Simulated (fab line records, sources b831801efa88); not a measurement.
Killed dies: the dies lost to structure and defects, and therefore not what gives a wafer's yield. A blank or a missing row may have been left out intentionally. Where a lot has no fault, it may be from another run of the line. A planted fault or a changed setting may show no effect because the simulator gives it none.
Struck lot and sound lot, side by side -- flow sfqLine -- 42 out of 325 route steps
Sound: the wafers L887.2, L887.5, L887.6. Struck: wafers L889.3, L889.4 (left out: L889.1, a lot-mate that was not struck); the cause follows at the end.
Per side, at each step with rows, come the tool, then ch with its chambers, and then its first start. Under that, the readings that differ: sound wafers -- struck wafers -- difference of the means -- sigmas: that difference in standard deviations of wafers without a fault.
alike: readings with means less than 2 such deviations apart, plus words and numbers identical on both sides. not compared: withheld readings, readings lacking a value on some wafer, bounds such as >300 that could conceal the same value, and numbers that have no deviation in the record and whose values overlap.
A row with sigmas, a row that says differs or no value, or rows on one side alone: a step with any of these is where the two part. When numbers do not overlap yet have no deviation, they are printed without sigmas and do not part them. A reading missing from all wafers of one side parts the sides only when that side holds two or more wafers.

first, 6 steps without rows for these wafers: SFQ_TRILAYER_M3_LITHO_COAT_080 (resist thk 62 nm); SFQ_TRILAYER_M3_LITHO_COAT_075 (resist thk 600 nm); SFQ_TRILAYER_M3_LITHO_SOFTBAKE_079; SFQ_TRILAYER_M3_LITHO_EXPOSE_076 (exposes mask M3, target cd 500 nm); SFQ_TRILAYER_M3_LITHO_PEB_078 (peb time 60 s); SFQ_TRILAYER_M3_LITHO_DEVELOP_077 (time 60 s).
SFQ_M3_OVL_MEAS_921:
  struck on overlay-02, day 26 12:43; sound on overlay-02, day 24 18:38
  alike: M3_OVL
SFQ_TRILAYER_M3_BARC_OPEN_METAL_ETCH_100: etches BARC in O2, target depth 125 nm, time 41.7 s.
  sound on rieMetal-02 ch 0,1, day 24 18:40; struck on rieMetal-02 ch 0,1, day 26 12:45
  alike: drypumpMotorCurrentA, oesProductAu
  not compared: rfHoursCounterH
then, 1 step without rows for these wafers: SFQ_TRILAYER_M3_ETCH_METAL_ETCH_078 (etches Nb in Cl2/Ar, stops on SiO2, target depth 240 nm, time 120 s).
SFQ_TRILAYER_M3_STRIP_STRIP_079: strips in O2.
  sound on rieMetal-02 ch 0,1, day 24 18:52; struck on rieMetal-02 ch 0,1, day 26 12:56
  alike: drypumpMotorCurrentA, oesProductAu
  not compared: rfHoursCounterH
then, 2 steps without rows for these wafers: SFQ_TRILAYER_M3_STRIP_SOLV_CLEAN_080 (cleans in NMP, time 600 s); SFQ_TRILAYER_I3_DEP_PECVD_081 (deposits SiO2 from SiH4/N2O, time 111.11 s, target thk 500 nm).
SFQ_TRILAYER_I3_CMP_CMP_082: polishes SiO2.
  sound on cmp-02 ch 0,3, day 25 21:25; struck on cmp-02 ch 0,1, day 28 07:08
reading,sound,struck,difference,sigmas
timeToEndpointS (s),221 225 219,279 287,+61,+8
model.SiO2_of_TRILAYER_I3_DEP_PECVD_081.thkNm (nm),199.2 198.4 199.9,305.6 308.3,+107.8,
  alike: motorCurrentA
SFQ_I3_BOW_MEAS_922:
  struck on filmMetro-01, day 28 11:27; sound on filmMetro-04, day 26 00:26
reading,sound,struck,difference,sigmas
I3_BOW (um),1 0 2,- -,no value on the struck wafers,
SFQ_TRILAYER_I3_METRO_MEASURE_083:
  struck on filmMetro-01, day 28 17:27; sound on filmMetro-04, day 26 00:44
reading,sound,struck,difference,sigmas
thkNm (nm),199.2 198.3 199.9,305.7 307.9,+107.7,+99 or more
then, 6 steps without rows for these wafers: SFQ_TRILAYER_I3_VIA_LITHO_COAT_090 (resist thk 62 nm); SFQ_TRILAYER_I3_VIA_LITHO_COAT_085 (resist thk 650 nm); SFQ_TRILAYER_I3_VIA_LITHO_SOFTBAKE_089; SFQ_TRILAYER_I3_VIA_LITHO_EXPOSE_086 (exposes mask I3, target cd 500 nm); SFQ_TRILAYER_I3_VIA_LITHO_PEB_088 (peb time 60 s); SFQ_TRILAYER_I3_VIA_LITHO_DEVELOP_087 (time 60 s).
-- the record jumps here: 6 days lie between the struck wafers' starts before and after --
SFQ_I3_OVL_MEAS_923:
  struck on overlay-01, day 34 10:56; sound on overlay-02, day 31 16:56
  alike: I3_OVL
SFQ_TRILAYER_I3_VIA_BARC_OPEN_VIA_ETCH_121: etches BARC in O2, target depth 125 nm, time 41.7 s.
  sound on rieDiel-04 ch 0,3, day 31 16:58; struck on rieDiel-03 ch 1,2, day 34 10:58
  alike: drypumpMotorCurrentA, oesProductAu
  not compared: rfHoursCounterH
SFQ_TRILAYER_I3_VIA_ETCH_VIA_ETCH_088: etches SiO2 in CHF3, stops on Nb, target depth 260 nm.
  sound on rieDiel-04 ch 0,3, day 31 17:01; struck on rieDiel-03 ch 1,2, day 34 11:01
reading,sound,struck,difference,sigmas
oesProductAu (a.u.),0.853 0.850 0.857,1.001 1.005,+0.150,+30
model.etch.depthNm (nm),199.2 198.4 199.9,257 262.3,+60,
model.I3.featureDepthNm (nm),199.2 198.4 199.9,257 262.3,+60,
  alike: drypumpMotorCurrentA
SFQ_TRILAYER_I3_VIA_STRIP_STRIP_089: strips in O2.
  sound on rieMetal-01 ch 0,1, day 31 17:08; struck on rieMetal-02 ch 0,1, day 34 11:08
  alike: drypumpMotorCurrentA, oesProductAu
  not compared: rfHoursCounterH
then, 1 step without rows for these wafers: SFQ_TRILAYER_I3_VIA_STRIP_SOLV_CLEAN_090 (cleans in NMP, time 600 s).
SFQ_TRILAYER_M4_DEP_PRE_CLEAN_092: time 22.5 s.
  struck on pvdSputter-05, day 34 11:54; sound on pvdSputter-04, day 31 17:54
reading,sound,struck,difference,sigmas
model.SiO2_of_TRILAYER_I3_DEP_PECVD_081.thkNm (nm),191.7 190.9 192.4,298.1 300.8,+107.8,
then, 1 step without rows for these wafers: SFQ_TRILAYER_M4_DEP_SPUTTER_091 (material Nb, target thk 200 nm, time 133.3 s).
SFQ_M4_RS_MEAS_924: uses a four-point probe to measure.
  struck on filmMetro-01, day 34 12:01; sound on filmMetro-01, day 31 18:02
  alike: M4_NB_RS
then, 6 steps without rows for these wafers: SFQ_TRILAYER_M4_LITHO_COAT_098 (resist thk 62 nm); SFQ_TRILAYER_M4_LITHO_COAT_093 (resist thk 600 nm); SFQ_TRILAYER_M4_LITHO_SOFTBAKE_097; SFQ_TRILAYER_M4_LITHO_EXPOSE_094 (exposes mask M4, target cd 500 nm); SFQ_TRILAYER_M4_LITHO_PEB_096 (peb time 60 s); SFQ_TRILAYER_M4_LITHO_DEVELOP_095 (time 60 s).
-- the record jumps here: 7 days lie between the struck wafers' starts before and after --
SFQ_M4_OVL_MEAS_926:
  struck on overlay-01, day 41 03:15; sound on overlay-01, day 37 21:15
  alike: M4_OVL
then, 1 step without rows for these wafers: SFQ_TRILAYER_M4_BARC_OPEN_METAL_ETCH_123 (etches BARC in O2, target depth 125 nm, time 41.7 s).
SFQ_TRILAYER_M4_ETCH_METAL_ETCH_096: etches Nb in Cl2/Ar, stops on SiO2, target depth 240 nm, time 120 s.
  sound on rieMetal-03 ch 0,1, day 37 21:20; struck on rieMetal-04 ch 0,1, day 41 03:20
  alike: drypumpMotorCurrentA, oesProductAu
  not compared: rfHoursCounterH
then, 3 steps without rows for these wafers: SFQ_TRILAYER_M4_STRIP_STRIP_097 (strips in O2); SFQ_TRILAYER_M4_STRIP_SOLV_CLEAN_098 (cleans in NMP, time 600 s); SFQ_TRILAYER_I4_DEP_PECVD_099 (deposits SiO2 from SiH4/N2O, time 111.11 s, target thk 500 nm).
-- the record jumps here: 43 days lie between the struck wafers' starts before and after --
SFQ_M8_BOW_MEAS_951:
  struck on filmMetro-04, day 83 19:52; sound on filmMetro-04, day 83 07:53
reading,sound,struck,difference,sigmas
model.etest.i3.linkOhm,1.945 1.946 1.952,1e+06 1e+06,+1e+06,
  alike: M8_BOW

WHERE THEY PART
Earliest at SFQ_TRILAYER_I3_CMP_CMP_082; latest, in this record, at SFQ_TRILAYER_I3_VIA_ETCH_VIA_ETCH_088. Later steps at which nothing parts them and some readings are alike: SFQ_TRILAYER_I3_VIA_STRIP_STRIP_089, SFQ_M4_RS_MEAS_924, SFQ_M4_OVL_MEAS_926, SFQ_TRILAYER_M4_ETCH_METAL_ETCH_096, SFQ_M8_BOW_MEAS_951.

WHY: what had been put in by the simulator
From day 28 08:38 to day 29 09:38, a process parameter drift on cmp-02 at SFQ_TRILAYER_I3_CMP_CMP_082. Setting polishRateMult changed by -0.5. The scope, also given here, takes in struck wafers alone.
